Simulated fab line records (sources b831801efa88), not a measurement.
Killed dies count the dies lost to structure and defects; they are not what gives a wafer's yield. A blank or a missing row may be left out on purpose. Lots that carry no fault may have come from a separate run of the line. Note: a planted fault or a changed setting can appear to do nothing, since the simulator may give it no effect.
Check of tool commonality ; flow sky130 ; Sampled: 10 lots, 28 wafers

REASON FOR OPENING
SKY_LOCAL_INTERCONNECT_RS_MEAS_01, reading LOCAL_INTERCONNECT_TIN_RS: flagged on 2 of 10 lots. No-fault wafers: 14.16 ohm/sq, standard deviation 0.14.
Rule: a lot is flagged in two cases, either no wafer of it has a number, or all its wafers with numbers fall more than 4 standard deviations from that mean. As for the other lots, they are considered sound.

lot;measured;on;LOCAL_INTERCONNECT_TIN_RS (ohm/sq), wafer by wafer;flag
L901;day 29 03:01;filmMetro-01;14.02 14.12 14.10;
L902;day 29 13:57;filmMetro-01;14.17 14.25 14.24;
L903;day 30 07:09;filmMetro-02;14.37 14.30 14.31;
L904;day 30 12:02;filmMetro-04;14.18 14.22 14.18;
L911;day 32 21:03;filmMetro-02;17.03 17.01;FLAGGED
L914;day 33 22:55;filmMetro-04;16.38 16.38;FLAGGED
L916;day 34 07:51;filmMetro-01;14.19 14.11 14.08;
L917;day 34 18:33;filmMetro-01;14.21 14.29 14.13;
L921;day 36 03:48;filmMetro-01;14.23 14.30 14.20;
L922;day 36 12:23;filmMetro-02;14.16 13.98 14.19;
The mean of the flagged lots' numbers is 16.70 ohm/sq, +2.54 ohm/sq from the usual (+18 standard deviations).

LOT BY LOT: THE TOOL USED
Before the reading, the record contains 2 process steps out of a 708-step route. Read each cell as the tool, then ch plus the chambers that the sampled wafers visited, then the start.
lot;flag;SKY_LI_CONTACT_SPUTTER_19;SKY_LOCAL_INTERCONNECT_SPUTTER_00
L901;;pvdSputter-01, day 29 02:11;pvdSputter-02, day 29 02:56
L902;;pvdSputter-03, day 29 13:08;pvdSputter-01, day 29 13:53
L903;;pvdSputter-01, day 30 06:20;pvdSputter-02, day 30 07:04
L904;;pvdSputter-04, day 30 11:14;pvdSputter-04, day 30 11:58
L911;FLAGGED;pvdSputter-04, day 32 20:11;pvdSputter-04, day 32 20:55
L914;FLAGGED;pvdSputter-04, day 33 22:05;pvdSputter-04, day 33 22:50
L916;;pvdSputter-01, day 34 07:01;pvdSputter-02, day 34 07:45
L917;;pvdSputter-04, day 34 17:41;pvdSputter-01, day 34 18:25
L921;;pvdSputter-01, day 36 02:59;pvdSputter-04, day 36 03:44
L922;;pvdSputter-04, day 36 11:33;pvdSputter-01, day 36 12:17
These steps, and what they do:
- SKY_LI_CONTACT_SPUTTER_19: material Ti, target thk 20 nm, time 106.37 s.
- SKY_LOCAL_INTERCONNECT_SPUTTER_00: material TiN, target thk 100 nm, time 83.3 s.
- SKY_LOCAL_INTERCONNECT_RS_MEAS_01: measures by four-point-probe.

FLAGGED AGAINST TOTAL, ONE TOOL AT A TIME (gauges that did the reading follow at the end)
step;tool;lots run;flagged;share of the flagged lots;sound lots run after its first flagged lot
SKY_LI_CONTACT_SPUTTER_19;pvdSputter-01;4;0;none;-
SKY_LI_CONTACT_SPUTTER_19;pvdSputter-03;1;0;none;-
SKY_LI_CONTACT_SPUTTER_19;pvdSputter-04;5;2;all;2 (L917,L922)
SKY_LOCAL_INTERCONNECT_SPUTTER_00;pvdSputter-01;3;0;none;-
SKY_LOCAL_INTERCONNECT_SPUTTER_00;pvdSputter-02;3;0;none;-
SKY_LOCAL_INTERCONNECT_SPUTTER_00;pvdSputter-04;4;2;all;1 (L921)
SKY_LOCAL_INTERCONNECT_RS_MEAS_01;filmMetro-01;5;0;none;-
SKY_LOCAL_INTERCONNECT_RS_MEAS_01;filmMetro-02;3;1;some;1 (L922)
SKY_LOCAL_INTERCONNECT_RS_MEAS_01;filmMetro-04;2;1;some;0

THE TABLE: WHAT IT ALLOWS
Rows of the table that ran all the flagged lots, 2 in number: pvdSputter-04 at SKY_LI_CONTACT_SPUTTER_19; pvdSputter-04 at SKY_LOCAL_INTERCONNECT_SPUTTER_00.
- pvdSputter-04 at SKY_LI_CONTACT_SPUTTER_19: 2 of its 5 lots flagged. Lots that were sound ran on it after the first flagged one (L917, L922); a persistent fault on the entire tool would not allow that.
- pvdSputter-04 at SKY_LOCAL_INTERCONNECT_SPUTTER_00: 2 of its 4 lots flagged. Lots that were sound ran on it after the first flagged one (L921); a persistent fault on the entire tool would not allow that.
There is no row in the table that ran each flagged lot and no sound lot after the first.

WHAT THE SIMULATOR HAD PUT IN
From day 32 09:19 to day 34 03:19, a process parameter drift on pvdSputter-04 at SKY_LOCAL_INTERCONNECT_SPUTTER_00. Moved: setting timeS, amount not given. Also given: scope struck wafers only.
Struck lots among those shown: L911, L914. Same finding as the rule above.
